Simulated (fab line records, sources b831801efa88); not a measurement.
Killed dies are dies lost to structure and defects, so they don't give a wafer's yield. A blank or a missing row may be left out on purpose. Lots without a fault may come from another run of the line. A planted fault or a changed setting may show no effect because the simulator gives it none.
fab line records | flow gf180mcu
record lots=24 wafers=72 last_day=34
route steps=602 shown HV_LDD@234 SALICIDE@284 CONTACT@292 M1@315 M2@366
lots that met no fault: from a run of the same line without faults
start_h: hours from the record's first day to the start of the lot's first wafer shown | wait_h: hours since the lot's step before | " the same as in the row above | L1.1+2: a row that stands for several wafers | - no value, or no start given | * or withheld: withheld | < > ~ a bound
route shown NAME@n: a module of which the file shows steps, and the number in the route of the first | usual: mean/standard deviation of fault-free wafers | same: alike in all rows | chamber/n: place in a boat | sites: the reading at each site | _std_site: their standard deviation | _edge_site: outer sites' mean less inner sites' | radius_mm: how far each site lies from the wafer's centre | mask NAME#n: copy n | behind: the tool/chamber that last shaped the wafer | hold: why the lot was held/for how many hours/how that ended | device: the transistor (n, p or np) that didn't switch | end of line: the same wafers' tests at the end of the route | a step without rows: its recipe alone | killed: dies lost to structure and defects at the first sort, not the wafer's yield | map: a wafer's dies, x killed, . not, _ none there
set.NAME: the setting as run; set.NAME@STEP: as run at that earlier step | model.NAME: the simulator's own value behind a step, which no gauge read
steps of the route over a sample of lots; a table a step, a row a wafer
services: from which hour (start_h, from the record's first day; less than 0 if before it) a tool's chamber was out of use, for how many hours, and why
## steps
# step GF_HV_LDD_ETCHBACK_58
# recipe chemistry=CH3F/O2 target=Si3N4 stop_on=SiO2 source_w=400 bias_w=80 pressure_mtorr=25 ch3f_flow_sccm=40 O2_flow_sccm=30 time_s=100 target_depth_a=900
# usual drypump_motor_current_A=5.8/0.54 oes_product_au=0.842/0.0067 throttle_valve_pct=10.560/0.0089
# columns lot.wafer tool chamber start_h wait_h drypump_motor_current_A oes_product_au rf_hours_counter_h throttle_valve_pct
L074.1 rie_diel-03 2 271.79 0.1 6.2 0.834 42 10.561
L074.4 " 1 " " 6.7 0.837 8 10.562
L074.6 " 2 " " 6.1 0.843 - 10.556
L075.3 rie_diel-02 3 280.05 0.0 5.2 0.835 22 10.561
L075.4 " 0 " " 5.6 0.829 - 10.555
L075.5 " 3 " " 5.2 0.840 - 10.566
L076.3 rie_diel-02 3 289.00 0.0 5.2 0.847 22 10.555
L076.4 " 3 " " 5.2 0.843 - 10.570
L076.5 " 1 " " 6.2 0.838 - 10.539
L077.1 rie_diel-01 0 300.29 0.1 6.4 0.856 23 10.565
L077.3 " 2 " " 6.2 0.848 9 10.563
L077.6 " 3 " " 6.0 0.848 - 10.551
L078.2 rie_diel-02 2 309.72 0.0 5.3 0.849 0 10.557
L078.3 " 0 " " 5.6 0.839 35 10.555
L078.6 " 0 " " 5.6 0.835 - 10.561
L079.2 rie_diel-03 3 322.53 0.0 6.1 0.837 14 10.537
L079.3 " 1 " " 6.6 0.851 10 10.571
L079.6 " 1 " " 6.6 0.845 - 10.561
L080.1 rie_diel-03 2 330.05 0.1 6.2 0.839 44 10.546
L080.2 " 3 " " 6.1 0.841 14 10.545
L080.5 " 0 " " 5.4 0.837 - 10.549
L081.3 rie_diel-01 1 335.62 0.0 4.9 0.843 99 10.562
L081.4 " 3 " " 6.0 0.848 8 10.549
L081.5 " 0 " " 6.3 0.854 - 10.546
L082.2 rie_diel-01 1 351.04 0.0 4.9 0.841 100 10.566
L082.3 " 3 " " 6.0 0.850 8 10.554
L082.4 " 0 " " 6.3 0.846 25 10.562
L083.2 rie_diel-01 2 359.48 0.0 6.2 0.829 10 10.563
L083.4 " 2 " " 6.2 0.844 - 10.581
L083.5 " 1 " " 4.9 0.832 - 10.568
L084.2 rie_diel-01 2 361.23 0.0 6.2 0.854 10 10.554
L084.3 " 3 " " 6.0 0.843 9 10.557
L084.5 " 1 " " 4.9 0.845 - 10.563
L085.1 rie_diel-01 2 364.44 0.1 6.2 0.843 10 10.563
L085.2 " 3 " " 6.0 0.840 9 10.552
L085.6 " 1 " " 4.9 0.841 - 10.545
L086.3 rie_diel-01 1 372.64 0.0 4.8 0.844 101 10.569
L086.5 " 3 " " 6.0 0.839 - 10.569
L086.6 " 1 " " 4.9 0.835 - 10.554
L087.2 rie_diel-01 1 380.39 0.0 4.8 0.837 101 10.565
L087.3 " 2 " " 6.2 0.836 - 10.561
L087.4 " 1 " " 4.8 0.835 - 10.555
L088.1 rie_diel-01 1 391.76 0.1 4.8 0.842 101 10.576
L088.2 " 2 " " 6.2 0.855 12 10.567
L088.5 " 2 " " 6.2 0.852 - 10.566
L089.1 rie_diel-03 2 397.91 0.1 6.2 0.841 46 10.551
L089.4 " 0 " " 5.4 0.836 18 10.555
L089.6 " 2 " " 6.2 0.834 - 10.558
L090.2 rie_diel-02 0 403.79 0.0 5.6 0.842 36 10.571
L090.3 " 1 " " 6.2 0.847 78 10.549
L090.6 " 1 " " 6.2 0.845 - 10.560
L091.2 rie_diel-02 1 410.67 0.0 6.2 0.849 78 10.560
L091.3 " 2 " " 5.3 0.833 2 10.557
L091.6 " 3 " " 5.2 0.839 - 10.564
L092.1 rie_diel-03 3 421.65 0.1 6.1 0.844 16 10.559
L092.3 " 1 " " 6.6 0.836 13 10.560
L092.4 " 0 " " 5.4 0.831 18 10.558
L093.1 rie_diel-01 0 429.08 0.1 6.3 0.850 25 10.561
L093.3 " 1 " " 4.8 0.830 103 10.574
L093.5 " 3 " " 6.0 0.844 - 10.558
L094.2 rie_diel-02 0 435.53 0.0 5.6 0.835 37 10.567
L094.5 " 2 " " 5.3 0.831 - 10.566
L094.6 " 1 " " 6.2 0.825 - 10.564
L095.2 rie_diel-02 2 452.29 0.0 5.3 0.846 3 10.553
L095.4 " 1 " " 6.2 0.840 79 10.560
L095.6 " 2 " " 5.3 0.831 - 10.548
L096.2 rie_diel-03 1 459.04 0.0 6.7 0.844 14 10.553
L096.4 " 0 " " 5.4 0.846 19 10.566
L096.6 " 0 " " 5.4 0.844 - 10.557
L097.3 rie_diel-03 1 464.05 0.0 6.6 0.850 14 10.566
L097.5 " 3 " " 6.1 0.853 - 10.560
L097.6 " 2 " " 6.2 0.837 - 10.558
# step GF_SALICIDE_RTA_06
# recipe temp_c=530 time_s=30 ambient=N2
# usual anneal_temp_c_max=532.7/1.3 chamber_o2_ppm=1.997/0.022 lamp_power_pct=6.6/0.55 wafer_temp_C_max=533.1/0.61
# columns lot.wafer tool chamber start_h wait_h anneal_temp_c_max chamber_o2_ppm lamp_power_pct wafer_temp_C_max
L074.1 rtp_anneal-01 0 334.00 0.1 534.5 2.011 5.9 532.5
L074.4 " 0 " " 534.2 2.049 5.9 534.0
L074.6 " 0 " " 534.2 2.002 5.9 533.2
L075.3 rtp_anneal-02 0 343.60 0.1 531.7 2.013 7.0 532.6
L075.4 " 0 " " 531.4 1.972 7.0 532.9
L075.5 " 0 " " 531.4 1.978 7.0 533.4
L076.3 rtp_anneal-02 0 353.53 0.1 531.9 1.969 7.0 532.8
L076.4 " 0 " " 532.3 1.971 7.0 532.7
L076.5 " 0 " " 531.8 2.037 7.0 533.2
L077.1 rtp_anneal-02 0 365.60 0.1 531.6 1.990 7.0 532.9
L077.3 " 0 " " 531.3 1.994 7.0 531.6
L077.6 " 0 " " 531.4 2.001 7.0 533.0
L078.2 rtp_anneal-01 0 374.71 0.1 533.3 1.983 5.9 532.4
L078.3 " 0 " " 534.0 1.988 5.9 532.7
L078.6 " 0 " " 533.6 2.001 5.9 533.2
L079.2 rtp_anneal-01 0 389.76 0.1 533.5 1.968 5.9 532.3
L079.3 " 0 " " 535.4 1.977 5.9 532.8
L079.6 " 0 " " 533.9 2.003 5.9 533.6
L080.1 rtp_anneal-02 0 398.16 0.1 532.2 2.003 7.0 533.4
L080.2 " 0 " " 531.2 1.977 7.0 533.9
L080.5 " 0 " " 531.3 1.960 7.0 533.1
L081.3 rtp_anneal-01 0 405.68 0.1 534.0 2.034 5.9 533.1
L081.4 " 0 " " 533.0 2.015 5.9 534.0
L081.5 " 0 " " 533.4 2.061 5.9 534.9
L082.2 rtp_anneal-02 0 422.06 0.1 532.2 2.006 7.0 532.7
L082.3 " 0 " " 531.9 1.972 7.0 532.4
L082.4 " 0 " " 532.9 1.980 7.0 533.0
L083.2 rtp_anneal-02 0 430.38 0.1 531.9 1.990 7.0 533.7
L083.4 " 0 " " 531.6 1.987 7.0 533.0
L083.5 " 0 " " 532.3 2.038 7.0 533.0
L084.2 rtp_anneal-02 0 431.63 0.1 531.7 1.976 7.0 532.1
L084.3 " 0 " " 532.2 1.995 7.0 532.9
L084.5 " 0 " " 532.0 2.002 7.0 532.8
L085.1 rtp_anneal-01 0 436.14 0.1 533.9 1.971 5.9 533.9
L085.2 " 0 " " 534.4 2.016 5.9 533.7
L085.6 " 0 " " 534.0 2.002 5.9 533.0
L086.3 rtp_anneal-02 0 444.61 0.1 531.7 1.990 7.0 533.7
L086.5 " 0 " " 531.2 1.989 7.0 533.4
L086.6 " 0 " " 533.1 2.014 7.0 533.9
L087.2 rtp_anneal-02 0 453.90 0.1 531.9 1.979 7.0 533.0
L087.3 " 0 " " 532.1 2.021 7.0 532.9
L087.4 " 0 " " 531.9 2.002 7.0 533.1
L088.1 rtp_anneal-02 0 466.94 0.1 531.5 1.981 7.0 532.8
L088.2 " 0 " " 531.0 2.015 7.0 533.0
L088.5 " 0 " " 531.1 2.015 7.0 532.3
L089.1 rtp_anneal-02 0 471.96 0.1 531.8 1.991 7.0 532.4
L089.4 " 0 " " 532.0 1.985 7.0 532.9
L089.6 " 0 " " 531.6 1.988 7.0 533.7
L090.2 rtp_anneal-02 0 478.13 0.1 531.9 1.980 7.0 532.2
L090.3 " 0 " " 531.9 1.969 7.0 532.7
L090.6 " 0 " " 531.4 1.997 7.0 532.1
L091.2 rtp_anneal-01 0 485.26 0.1 534.9 2.007 5.9 534.6
L091.3 " 0 " " 534.5 1.979 5.9 532.7
L091.6 " 0 " " 534.6 2.012 5.9 532.7
L092.1 rtp_anneal-02 0 495.04 0.1 531.4 1.967 7.0 533.8
L092.3 " 0 " " 531.1 2.002 7.0 533.2
L092.4 " 0 " " 531.7 1.967 7.0 533.7
L093.1 rtp_anneal-02 0 503.40 0.1 531.6 1.981 7.0 532.4
L093.3 " 0 " " 531.5 2.014 7.0 532.7
L093.5 " 0 " " 532.0 2.015 7.0 532.8
L094.2 rtp_anneal-01 0 509.15 0.1 533.4 2.024 5.9 532.7
L094.5 " 0 " " 536.6 2.018 5.9 533.7
L094.6 " 0 " " 533.5 1.976 5.9 533.9
L095.2 rtp_anneal-01 0 525.96 0.1 534.5 2.003 5.9 533.1
L095.4 " 0 " " 533.2 1.993 5.9 533.1
L095.6 " 0 " " 533.7 1.989 5.9 533.9
L096.2 rtp_anneal-02 0 531.15 0.1 532.4 1.961 7.0 532.6
L096.4 " 0 " " 532.0 1.968 7.0 534.1
L096.6 " 0 " " 531.6 1.968 7.0 532.9
L097.3 rtp_anneal-01 0 536.06 0.1 534.7 2.011 5.9 533.6
L097.5 " 0 " " 533.3 2.008 5.9 533.0
L097.6 " 0 " " 534.1 2.002 5.9 533.3
# step GF_CONTACT_BOW_MEAS_05
# recipe mode=bow
# usual CONTACT_BOW=64/6.6
# columns lot.wafer tool chamber start_h wait_h CONTACT_BOW[um]
L074.1 film_metro-02 - 334.92 0.2 68
L074.4 " - " " 64
L074.6 " - " " 75
L075.3 film_metro-01 - 344.43 0.2 56
L075.4 " - " " 69
L075.5 " - " " 60
L076.3 film_metro-01 - 354.36 0.1 71
L076.4 " - " " 57
L076.5 " - " " 66
L077.1 film_metro-03 - 366.42 0.2 68
L077.3 " - " " 67
L077.6 " - " " 79
L078.2 film_metro-03 - 375.54 0.3 63
L078.3 " - " " 58
L078.6 " - " " 48
L079.2 film_metro-03 - 390.60 0.1 60
L079.3 " - " " 55
L079.6 " - " " 83
L080.1 film_metro-01 - 398.99 0.2 63
L080.2 " - " " 60
L080.5 " - " " 58
L081.3 film_metro-01 - 406.52 0.2 64
L081.4 " - " " 73
L081.5 " - " " 70
L082.2 film_metro-03 - 422.89 0.2 76
L082.3 " - " " 73
L082.4 " - " " 57
L083.2 film_metro-02 - 431.22 0.2 64
L083.4 " - " " 67
L083.5 " - " " 56
L084.2 film_metro-02 - 432.47 0.1 69
L084.3 " - " " 68
L084.5 " - " " 57
L085.1 film_metro-01 - 436.97 0.1 71
L085.2 " - " " 63
L085.6 " - " " 64
L086.3 film_metro-01 - 445.44 0.2 63
L086.5 " - " " 63
L086.6 " - " " 56
L087.2 film_metro-01 - 454.73 0.3 63
L087.3 " - " " 63
L087.4 " - " " 62
L088.1 film_metro-01 - 468.05 0.2 70
L088.2 " - " " 65
L088.5 " - " " 67
L089.1 film_metro-03 - 472.79 0.1 67
L089.4 " - " " 62
L089.6 " - " " 68
L090.2 film_metro-01 - 478.96 0.2 56
L090.3 " - " " 73
L090.6 " - " " 58
L091.2 film_metro-02 - 486.09 0.3 63
L091.3 " - " " 68
L091.6 " - " " 62
L092.1 film_metro-03 - 495.87 0.1 71
L092.3 " - " " 66
L092.4 " - " " 68
L093.1 film_metro-03 - 504.24 0.1 60
L093.3 " - " " 67
L093.5 " - " " 66
L094.2 film_metro-01 - 509.98 0.3 59
L094.5 " - " " 66
L094.6 " - " " 68
L095.2 film_metro-03 - 526.79 0.3 72
L095.4 " - " " 63
L095.6 " - " " 65
L096.2 film_metro-03 - 531.98 0.2 56
L096.4 " - " " 50
L096.6 " - " " 59
L097.3 film_metro-02 - 536.90 0.3 63
L097.5 " - " " 65
L097.6 " - " " 67
# step GF_M1_SPUTTER_00
# recipe material=Ti target_thk_nm=37.5 arriving_ion_energy_ev=80 substrate_temp_c=200 chamber_pressure_pa=2 power_w=4000 time_s=150
# usual throttle_valve_pct=30.0/0.97
# columns lot.wafer tool chamber start_h wait_h throttle_valve_pct
L074.1 pvd_sputter-01 - 358.00 0.2 28.9
L074.4 " - " " 31.8
L074.6 " - " " 29.0
L075.3 pvd_sputter-01 - 367.75 0.1 30.2
L075.4 " - " " 31.9
L075.5 " - " " 29.3
L076.3 pvd_sputter-02 - 377.51 0.2 28.2
L076.4 " - " " 31.6
L076.5 " - " " 30.0
L077.1 pvd_sputter-01 - 390.62 0.2 30.3
L077.3 " - " " 29.4
L077.6 " - " " 29.4
L078.2 pvd_sputter-03 - 400.39 0.2 30.3
L078.3 " - " " 29.9
L078.6 " - " " 30.5
L079.2 pvd_sputter-03 - 415.21 0.1 30.0
L079.3 " - " " 28.9
L079.6 " - " " 30.9
L080.1 pvd_sputter-01 - 424.70 0.2 32.0
L080.2 " - " " 30.4
L080.5 " - " " 30.5
L081.3 pvd_sputter-03 - 432.26 0.1 30.4
L081.4 " - " " 29.0
L081.5 " - " " 30.4
L082.2 pvd_sputter-01 - 448.65 0.1 30.4
L082.3 " - " " 29.4
L082.4 " - " " 29.5
L083.2 pvd_sputter-01 - 457.35 0.1 32.0
L083.4 " - " " 29.3
L083.5 " - " " 30.3
L084.2 pvd_sputter-02 - 457.70 0.1 31.3
L084.3 " - " " 30.3
L084.5 " - " " 30.2
L085.1 pvd_sputter-03 - 463.26 0.1 30.4
L085.2 " - " " 30.5
L085.6 " - " " 30.0
L086.3 pvd_sputter-02 - 470.87 0.2 31.4
L086.5 " - " " 31.4
L086.6 " - " " 31.0
L087.2 pvd_sputter-01 - 480.14 0.1 32.1
L087.3 " - " " 29.3
L087.4 " - " " 30.4
L088.1 pvd_sputter-01 - 492.97 0.1 30.3
L088.2 " - " " 29.4
L088.5 " - " " 30.5
L089.1 pvd_sputter-01 - 498.40 0.1 31.9
L089.4 " - " " 30.5
L089.6 " - " " 30.2
L090.2 pvd_sputter-01 - 504.18 0.1 29.3
L090.3 " - " " 30.0
L090.6 " - " " 31.8
L091.2 pvd_sputter-02 - 511.45 0.1 31.3
L091.3 " - " " 30.6
L091.6 " - " " 31.5
L092.1 pvd_sputter-02 - 520.66 0.2 28.4
L092.3 " - " " 30.2
L092.4 " - " " 30.5
L093.1 pvd_sputter-01 - 530.14 0.2 29.2
L093.3 " - " " 31.9
L093.5 " - " " 30.3
L094.2 pvd_sputter-03 - 534.52 0.1 29.1
L094.5 " - " " 29.8
L094.6 " - " " 29.0
L095.2 pvd_sputter-03 - 550.98 0.2 30.0
L095.4 " - " " 30.0
L095.6 " - " " 30.5
L096.2 pvd_sputter-01 - 555.65 0.1 29.3
L096.4 " - " " 31.8
L096.6 " - " " 29.5
L097.3 pvd_sputter-03 - 561.20 0.2 29.0
L097.5 " - " " 30.0
L097.6 " - " " 30.3
# step GF_M1_CD_MEAS_14
# recipe target_cd_nm=230
# usual cd_nm=230.1/1.1
# columns lot.wafer tool chamber start_h wait_h cd_nm
L074.1 cd_sem-02 - 380.50 0.1 227.8
L074.4 " - " " 228.2
L074.6 " - " " 229.3
L075.3 cd_sem-01 - 390.89 0.1 230.9
L075.4 " - " " 231.5
L075.5 " - " " 231.0
L076.3 cd_sem-02 - 400.38 0.2 229.2
L076.4 " - " " 230.5
L076.5 " - " " 230.1
L077.1 cd_sem-02 - 414.60 0.1 230.4
L077.3 " - " " 229.1
L077.6 " - " " 229.3
L078.2 cd_sem-01 - 424.37 0.1 229.4
L078.3 " - " " 230.6
L078.6 " - " " 231.6
L079.2 cd_sem-02 - 439.48 0.1 230.7
L079.3 " - " " 229.4
L079.6 " - " " 228.9
L080.1 cd_sem-01 - 449.50 0.1 229.5
L080.2 " - " " 231.1
L080.5 " - " " 230.4
L081.3 cd_sem-02 - 456.79 0.1 230.0
L081.4 " - " " 230.3
L081.5 " - " " 230.0
L082.2 cd_sem-02 - 473.42 0.1 232.7
L082.3 " - " " 231.3
L082.4 " - " " 230.6
L083.2 cd_sem-01 - 481.27 0.1 228.7
L083.4 " - " " 227.4
L083.5 " - " " 228.2
L084.2 cd_sem-02 - 482.17 0.1 229.0
L084.3 " - " " 229.4
L084.5 " - " " 228.7
L085.1 cd_sem-02 - 488.55 0.1 230.5
L085.2 " - " " 230.6
L085.6 " - " " 229.7
L086.3 cd_sem-01 - 495.04 0.1 229.2
L086.5 " - " " 229.4
L086.6 " - " " 230.2
L087.2 cd_sem-02 - 504.36 0.1 231.1
L087.3 " - " " 231.5
L087.4 " - " " 231.2
L088.1 cd_sem-02 - 517.10 0.1 228.6
L088.2 " - " " 228.4
L088.5 " - " " 228.1
L089.1 cd_sem-02 - 522.25 0.1 230.8
L089.4 " - " " 231.1
L089.6 " - " " 229.8
L090.2 cd_sem-02 - 528.84 1.2 232.0
L090.3 " - " " 231.2
L090.6 " - " " 230.5
L091.2 cd_sem-02 - 534.58 0.1 229.8
L091.3 " - " " 229.5
L091.6 " - " " 230.8
L092.1 cd_sem-02 - 543.62 0.2 230.4
L092.3 " - " " 231.4
L092.4 " - " " 229.9
L093.1 cd_sem-02 - 553.19 0.2 228.7
L093.3 " - " " 229.0
L093.5 " - " " 228.9
L094.2 cd_sem-02 - 557.97 0.1 230.8
L094.5 " - " " 230.6
L094.6 " - " " 230.1
L095.2 cd_sem-02 - 578.07 0.1 232.0
L095.4 " - " " 232.6
L095.6 " - " " 231.9
L096.2 cd_sem-02 - 578.22 0.1 230.0
L096.4 " - " " 229.9
L096.6 " - " " 229.3
L097.3 cd_sem-02 - 583.15 0.1 230.6
L097.5 " - " " 229.9
L097.6 " - " " 231.2
# step GF_M2_SPUTTER_04
# recipe material=TiN target_thk_nm=50 power_w=6500 time_s=41.7 chamber_pressure_pa=0.4
# usual throttle_valve_pct=30.2/0.85
# columns lot.wafer tool chamber start_h wait_h throttle_valve_pct
L074.1 pvd_sputter-01 - 406.97 0.0 30.4
L074.4 " - " " 29.4
L074.6 " - " " 30.5
L075.3 pvd_sputter-01 - 416.96 0.0 29.2
L075.4 " - " " 30.1
L075.5 " - " " 29.2
L076.3 pvd_sputter-03 - 427.24 0.0 29.0
L076.4 " - " " 30.1
L076.5 " - " " 29.9
L077.1 pvd_sputter-04 - 442.15 0.0 30.7
L077.3 " - " " 30.9
L077.6 " - " " 29.8
L078.2 pvd_sputter-04 - 452.10 0.0 31.2
L078.3 " - " " 30.7
L078.6 " - " " 30.9
L079.2 pvd_sputter-01 - 467.20 0.0 30.1
L079.3 " - " " 32.1
L079.6 " - " " 29.0
L080.1 pvd_sputter-04 - 476.67 0.0 31.1
L080.2 " - " " 31.1
L080.5 " - " " 31.1
L081.3 pvd_sputter-03 - 484.35 0.0 28.9
L081.4 " - " " 30.2
L081.5 " - " " 29.8
L082.2 pvd_sputter-04 - 501.11 0.0 30.7
L082.3 " - " " 30.9
L082.4 " - " " 30.1
L083.2 pvd_sputter-04 - 507.80 0.0 30.9
L083.4 " - " " 30.8
L083.5 " - " " 29.9
L084.2 pvd_sputter-03 - 508.51 0.0 29.7
L084.3 " - " " 30.0
L084.5 " - " " 29.1
L085.1 pvd_sputter-03 - 515.66 0.0 29.0
L085.2 " - " " 29.8
L085.6 " - " " 29.9
L086.3 pvd_sputter-04 - 521.81 0.0 31.0
L086.5 " - " " 30.7
L086.6 " - " " 30.9
L087.2 pvd_sputter-04 - 530.92 0.0 30.8
L087.3 " - " " 31.2
L087.4 " - " " 30.1
L088.1 pvd_sputter-03 - 542.71 0.0 30.6
L088.2 " - " " 30.3
L088.5 " - " " 30.1
L089.1 pvd_sputter-03 - 548.24 0.0 29.0
L089.4 " - " " 30.1
L089.6 " - " " 30.5
L090.2 pvd_sputter-03 - 555.01 0.0 29.9
L090.3 " - " " 29.1
L090.6 " - " " 30.1
L091.2 pvd_sputter-01 - 560.02 0.0 29.4
L091.3 " - " " 31.9
L091.6 " - " " 29.4
L092.1 pvd_sputter-01 - 569.00 0.0 32.2
L092.3 " - " " 29.3
L092.4 " - " " 30.4
L093.1 pvd_sputter-01 - 578.51 0.0 29.4
L093.3 " - " " 29.3
L093.5 " - " " 29.4
L094.2 pvd_sputter-03 - 582.74 0.0 30.6
L094.5 " - " " 30.2
L094.6 " - " " 30.3
L095.2 pvd_sputter-03 - 603.59 0.0 29.9
L095.4 " - " " 30.1
L095.6 " - " " 29.1
L096.2 pvd_sputter-01 - 603.75 0.0 31.7
L096.4 " - " " 29.3
L096.6 " - " " 32.0
L097.3 pvd_sputter-01 - 607.41 0.0 29.6
L097.5 " - " " 32.1
L097.6 " - " " 29.3
## services
# columns tool chamber start_h hours kind
pvd_sputter-01 - 251.53 1.2 repair
rie_diel-02 2 255.60 9.0 repair
rie_diel-02 1 258.37 4.8 repair
rtp_anneal-02 - 265.21 5.5 pm
rie_diel-02 - 271.69 0.5 repair
rie_diel-03 3 279.54 9.4 repair
rie_diel-03 0 282.44 4.4 repair
pvd_sputter-03 - 292.01 21.4 repair
pvd_sputter-01 - 292.63 17.8 repair
rie_diel-02 - 303.25 2.8 pm
pvd_sputter-03 - 318.77 1.8 repair
rie_diel-02 - 326.90 46.3 repair
pvd_sputter-04 - 343.75 2.1 repair
rie_diel-01 0 358.17 2.1 repair
rie_diel-01 0 360.81 58.6 repair
rtp_anneal-02 - 374.52 0.7 repair
rie_diel-03 0 375.78 9.7 repair
rie_diel-01 3 377.90 2.6 repair
pvd_sputter-03 - 414.32 0.8 repair
rie_diel-02 3 454.48 2.2 repair
pvd_sputter-03 - 457.82 5.1 repair
rie_diel-02 0 472.02 4.6 repair
rie_diel-01 0 521.60 5.8 repair
rie_diel-01 - 586.15 0.1 repair
## key
fault none
